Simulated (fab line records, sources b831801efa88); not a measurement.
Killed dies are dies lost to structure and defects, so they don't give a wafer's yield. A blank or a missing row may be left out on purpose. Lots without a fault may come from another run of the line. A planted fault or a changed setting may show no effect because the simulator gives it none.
Which tool did it? | flow sky130 | 13 lots, 38 wafers sampled, at 4 steps of a route of 708

WHAT THE GAUGES READ, wafer by wafer
SKY_METAL2_THK_MEAS_06: measures by xrf. Usual: METAL2_ALCU_THK 248.3 nm, standard deviation 2.3.
lot  | measured     | on            | METAL2_ALCU_THK (nm) | flag
L849 | day 33 13:55 | film_metro-02 | 250.6 250.2 247.6    |
L851 | day 34 23:41 | film_metro-03 | 249.9 249.3 248.3    |
L852 | day 35 05:13 | film_metro-03 | 248.3 248.5 249.5    |
L853 | day 35 07:54 | film_metro-03 | 251.2 248.5 248.4    |
L854 | day 35 16:41 | film_metro-02 | 245.1 244.9 247.0    |
L855 | day 36 05:22 | film_metro-02 | 247.6 245.2 251.2    |
L856 | day 36 12:31 | film_metro-03 | 247.2 247.8 249.3    |
L857 | day 36 18:59 | film_metro-03 | 247.8 251.0 252.2    |
L858 | day 36 21:43 | film_metro-02 | 245.9 244.2 245.7    |
L861 | day 37 16:15 | film_metro-03 | 246.0 246.6 248.2    |
L862 | day 38 05:32 | film_metro-02 | 248.9 248.9 249.3    |
L863 | day 38 07:44 | film_metro-02 | 248.2 246.1 245.8    |
L867 | day 39 19:20 | film_metro-03 | 249.9 250.4          |

SKY_VIA2_OVL_MEAS_13. Usual: VIA2_OVL 1 nm, standard deviation 5.5.
lot  | measured     | on         | VIA2_OVL (nm) | flag
L849 | day 35 20:38 | overlay-01 | 2 7 0         |
L851 | day 37 04:59 | overlay-01 | -2 7 1        |
L852 | day 37 10:49 | overlay-01 | 5 -7 -1       |
L853 | day 37 12:12 | overlay-02 | 8 2 8         |
L854 | day 37 22:59 | overlay-02 | 0 0 -1        |
L855 | day 38 10:23 | overlay-02 | 0 -4 -2       |
L856 | day 38 16:39 | overlay-02 | 7 7 10        |
L857 | day 38 22:44 | overlay-02 | -17 -5 -3     |
L858 | day 39 01:52 | overlay-02 | -6 -2 -14     |
L861 | day 39 19:57 | overlay-02 | 1 0 -6        |
L862 | day 40 09:18 | overlay-01 | 8 0 4         |
L863 | day 40 10:25 | overlay-02 | 1 -3 -1       |
L867 | day 41 20:49 | overlay-02 | 10 11         |

WHICH TOOL RAN EACH LOT (tool, then ch and the chambers of the sampled wafers, then the start)
lot  | SKY_METAL2_SPUTTER_01        | SKY_VIA2_SOFTBAKE_08
L849 | pvd_sputter-02, day 33 13:41 | litho_track-02 ch 0, day 35 07:00
L851 | pvd_sputter-02, day 34 23:27 | litho_track-02 ch 0, day 36 15:00
L852 | pvd_sputter-02, day 35 04:58 | litho_track-02 ch 0, day 36 21:00
L853 | pvd_sputter-03, day 35 07:40 | litho_track-03 ch 0, day 36 23:00
L854 | pvd_sputter-02, day 35 16:27 | litho_track-02 ch 0, day 37 10:00
L855 | pvd_sputter-01, day 36 05:08 | litho_track-01 ch 0, day 37 20:00
L856 | pvd_sputter-03, day 36 12:17 | litho_track-03 ch 0, day 38 04:00
L857 | pvd_sputter-02, day 36 18:45 | litho_track-02 ch 0, day 38 11:00
L858 | pvd_sputter-03, day 36 21:28 | litho_track-01 ch 0, day 38 13:00
L861 | pvd_sputter-02, day 37 16:01 | litho_track-01 ch 0, day 39 07:00
L862 | pvd_sputter-02, day 38 05:17 | litho_track-01 ch 0, day 39 20:00
L863 | pvd_sputter-01, day 38 07:29 | litho_track-03 ch 0, day 39 21:00
L867 | pvd_sputter-03, day 39 19:05 | litho_track-01 ch 0, day 41 09:00
- SKY_METAL2_SPUTTER_01: material TiN, target thk 20 nm, time 16.7 s.
- SKY_VIA2_SOFTBAKE_08: time 90 s.

WHAT THE TOOLS THEMSELVES READ (means of the sampled wafers that have a number; where no wafer has one, the mark that the record gives instead)
SKY_METAL2_SPUTTER_01. Usual: throttle_valve_pct 29.7 %, standard deviation 0.98.
lot  | tool           | throttle_valve_pct (%) | flag
L849 | pvd_sputter-02 | 29.5                   |
L851 | pvd_sputter-02 | 29.8                   |
L852 | pvd_sputter-02 | 29.7                   |
L853 | pvd_sputter-03 | 30.2                   |
L854 | pvd_sputter-02 | 29.8                   |
L855 | pvd_sputter-01 | 29.5                   |
L856 | pvd_sputter-03 | 30.2                   |
L857 | pvd_sputter-02 | 29.6                   |
L858 | pvd_sputter-03 | 30.3                   |
L861 | pvd_sputter-02 | 29.7                   |
L862 | pvd_sputter-02 | 28.9                   |
L863 | pvd_sputter-01 | 29.1                   |
L867 | pvd_sputter-03 | 30.1                   |

SKY_VIA2_SOFTBAKE_08. Usual: chill_plate_temp_C 22.98 C, standard deviation 0.1; heater_power_total_W 57.36 W, standard deviation 0.13; run_length_s 119.15 s, standard deviation 0.19.
lot  | tool           | chill_plate_temp_C (C) | heater_power_total_W (W) | run_length_s (s) | flag
L849 | litho_track-02 | 22.94                  | 57.32                    | 118.94           |
L851 | litho_track-02 | 22.97                  | 57.36                    | 119.01           |
L852 | litho_track-02 | 23.02                  | 57.36                    | 118.89           |
L853 | litho_track-03 | 22.89                  | 57.37                    | 119.27           |
L854 | litho_track-02 | 23.09                  | 57.31                    | 118.97           |
L855 | litho_track-01 | 22.91                  | 57.53                    | 119.27           |
L856 | litho_track-03 | 23.04                  | 57.37                    | 119.13           |
L857 | litho_track-02 | 23.00                  | 57.27                    | 118.94           |
L858 | litho_track-01 | 23.11                  | 57.46                    | 119.36           |
L861 | litho_track-01 | 23.00                  | 57.35                    | 119.31           |
L862 | litho_track-01 | 22.90                  | 57.34                    | 119.30           |
L863 | litho_track-03 | 22.87                  | 57.31                    | 119.16           |
L867 | litho_track-01 | 22.95                  | 68.56                    | 90.88            | OFF

THE ANSWER, worked out from the rows above alone
Rule: a lot is off if the mean of its wafers that have a number lies more than 3 standard deviations from the usual mean. A lot without any number at a reading at which 4 lots or more have one is off too. The other lots that the step has rows for count as sound. The gauges are gone through in route order, then the tools' own readings, and for those a lot's mean is taken as printed above. The first step at which some lot is off is used, and at that step the reading that is off furthest; a lot without a number counts as furthest.
Off: L867, at SKY_VIA2_SOFTBAKE_08 (run_length_s).
A tool fits if, at that step or a process step before it, it ran every lot that is off, and no sound lot after the first of them. Can't be told from this: 2 tools fit, pvd_sputter-03 at SKY_METAL2_SPUTTER_01, litho_track-01 at SKY_VIA2_SOFTBAKE_08.

WHAT THE SIMULATOR HAD PUT IN
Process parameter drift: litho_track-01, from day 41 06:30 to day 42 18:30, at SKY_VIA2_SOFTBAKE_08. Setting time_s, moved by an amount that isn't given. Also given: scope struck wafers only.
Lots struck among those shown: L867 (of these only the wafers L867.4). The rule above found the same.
